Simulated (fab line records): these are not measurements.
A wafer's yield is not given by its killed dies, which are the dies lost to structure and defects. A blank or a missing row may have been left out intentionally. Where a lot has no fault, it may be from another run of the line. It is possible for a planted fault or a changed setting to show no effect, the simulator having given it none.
Which tool was responsible?	flow gf180mcu	Sampling: 14 lots, 42 wafers, 3 of 602 route steps

## WHAT EACH GAUGE READ, for each wafer
GF_VT_IMPLANT_RS_MEAS_48: measurement is done with a four-point probe. Usual: for LVPWELL_RS the level is 1197 ohm/sq and the standard deviation is 3.6.
lot	measured	on	LVPWELL_RS (ohm/sq)	flag
L897	day 7 09:58	filmMetro-04	1190 1193 1193	
L900	day 8 19:50	filmMetro-03	1191 1191 1194	
L902	day 9 05:43	filmMetro-03	1200 1197 1198	
L903	day 9 19:46	filmMetro-04	1191 1193 1192	
L905	day 10 00:55	filmMetro-01	1197 1192 1193	
L904	day 10 01:59	filmMetro-04	1195 1195 1193	
L906	day 10 14:09	filmMetro-01	1196 1195 1200	
L908	day 10 21:06	filmMetro-01	1201 1203 1204	
L909	day 11 02:39	filmMetro-03	1194 1192 1195	
L910	day 11 06:07	filmMetro-01	1196 1196 1198	
L911	day 11 14:09	filmMetro-01	1205 1205 1205	
L915	day 12 16:15	filmMetro-01	1198 1197 1200	
L918	day 13 11:32	filmMetro-04	1192 1194 1194	
L920	day 14 00:47	filmMetro-04	1193 1193 1194	

GF_POLY_GATE_THK_MEAS_01. Usual: for POLY_GATE_CVD_00_THK the level is 200.4 nm and the standard deviation is 2.
lot	measured	on	POLY_GATE_CVD_00_THK (nm)	flag
L897	day 8 06:55	filmMetro-02	201.2 199.4 199.0	
L900	day 9 17:55	filmMetro-03	197.8 196.1 195.6	
L902	day 10 08:05	filmMetro-01	201.1 202.0 202.3	
L903	day 10 18:24	filmMetro-03	200.6 201.4 200.9	
L905	day 11 03:49	filmMetro-01	199.6 198.2 196.7	
L904	day 11 03:48	filmMetro-02	202.3 202.8 201.7	
L906	day 11 13:11	filmMetro-02	200.6 201.6 203.9	
L908	day 11 20:28	filmMetro-03	198.3 198.5 201.0	
L909	day 12 03:56	filmMetro-01	203.8 203.8 204.5	
L910	day 12 06:02	filmMetro-01	201.3 200.5 201.8	
L911	day 12 14:08	filmMetro-03	201.0 199.7 200.7	
L915	day 13 18:47	filmMetro-03	201.9 202.9 201.5	
L918	day 14 12:48	filmMetro-03	201.7 199.2 198.5	
L920	day 15 04:36	filmMetro-02	199.7 199.1 199.0	

## TOOL THAT RAN EACH LOT (tool first, then ch and the chambers of the sampled wafers, then the start)
lot	GF_DUAL_GATE_STRIP_13
L897	plasmaAsher-02 ch 0,1, day 8 03:36
L900	plasmaAsher-02 ch 0,1, day 9 14:16
L902	plasmaAsher-04 ch 0,1, day 10 00:29
L903	plasmaAsher-01 ch 0,1, day 10 14:40
L905	plasmaAsher-01 ch 0,1, day 11 00:28
L904	plasmaAsher-04 ch 0,1, day 11 00:25
L906	plasmaAsher-01 ch 0,1, day 11 10:10
L908	plasmaAsher-02 ch 0,1, day 11 17:27
L909	plasmaAsher-02 ch 0,1, day 11 23:56
L910	plasmaAsher-01 ch 0,1, day 12 02:27
L911	plasmaAsher-02 ch 0,1, day 12 10:25
L915	plasmaAsher-02 ch 0, day 13 15:05
L918	plasmaAsher-02 ch 0,1, day 14 09:46
L920	plasmaAsher-02 ch 0,1, day 15 01:05
- GF_DUAL_GATE_STRIP_13: strips in O2/N2.

## AS READ BY THE TOOLS THEMSELVES (means over the sampled wafers that have a number; for cases with no such wafer, the mark the record gives instead)
GF_DUAL_GATE_STRIP_13. Usual: drypumpMotorCurrentA 5.8 A, standard deviation 0.56; heaterPowerW 341 W, standard deviation 36; oesProductAu 0.715 a.u., standard deviation 0.0046; stripTimeToEndpointS 12.65 s, standard deviation 0.033.
lot	tool	drypumpMotorCurrentA (A)	heaterPowerW (W)	oesProductAu (a.u.)	stripTimeToEndpointS (s)	flag
L897	plasmaAsher-02	5.9	357	0.719	12.62	
L900	plasmaAsher-02	6.3	372	0.712	12.66	
L902	plasmaAsher-04	5.2	310	0.717	12.64	
L903	plasmaAsher-01	5.9	341	0.715	12.59	
L905	plasmaAsher-01	5.9	344	0.718	12.64	
L904	plasmaAsher-04	5.2	307	0.717	12.62	
L906	plasmaAsher-01	5.8	315	0.714	12.59	
L908	plasmaAsher-02	6.3	376	0.718	12.65	
L909	plasmaAsher-02	5.9	358	0.714	12.69	
L910	plasmaAsher-01	5.9	345	0.715	12.66	
L911	plasmaAsher-02	6.3	370	0.716	12.68	
L915	plasmaAsher-02	5.4	350	0.713	12.68	
L918	plasmaAsher-02	6.3	372	0.710	12.64	
L920	plasmaAsher-02	5.9	362	0.715	12.62	

## THE ANSWER, worked out from the rows above alone
Rule: take the mean of a lot's wafers that have a number; if it is more than 3 standard deviations from the usual mean, the lot is off. Also off: a lot with no number at a reading for which 4 or more lots have one. The other lots that the step has rows for count as sound. The gauges are gone through in route order, then the tools' own readings, and for those a lot's mean is taken as printed above. The first step at which some lot is off is used, and at that step the reading that is off furthest; a lot without a number counts as furthest.
No lot is off on any of the readings shown, so nothing can be concluded from this.

## WHAT THE SIMULATOR HAD INSERTED
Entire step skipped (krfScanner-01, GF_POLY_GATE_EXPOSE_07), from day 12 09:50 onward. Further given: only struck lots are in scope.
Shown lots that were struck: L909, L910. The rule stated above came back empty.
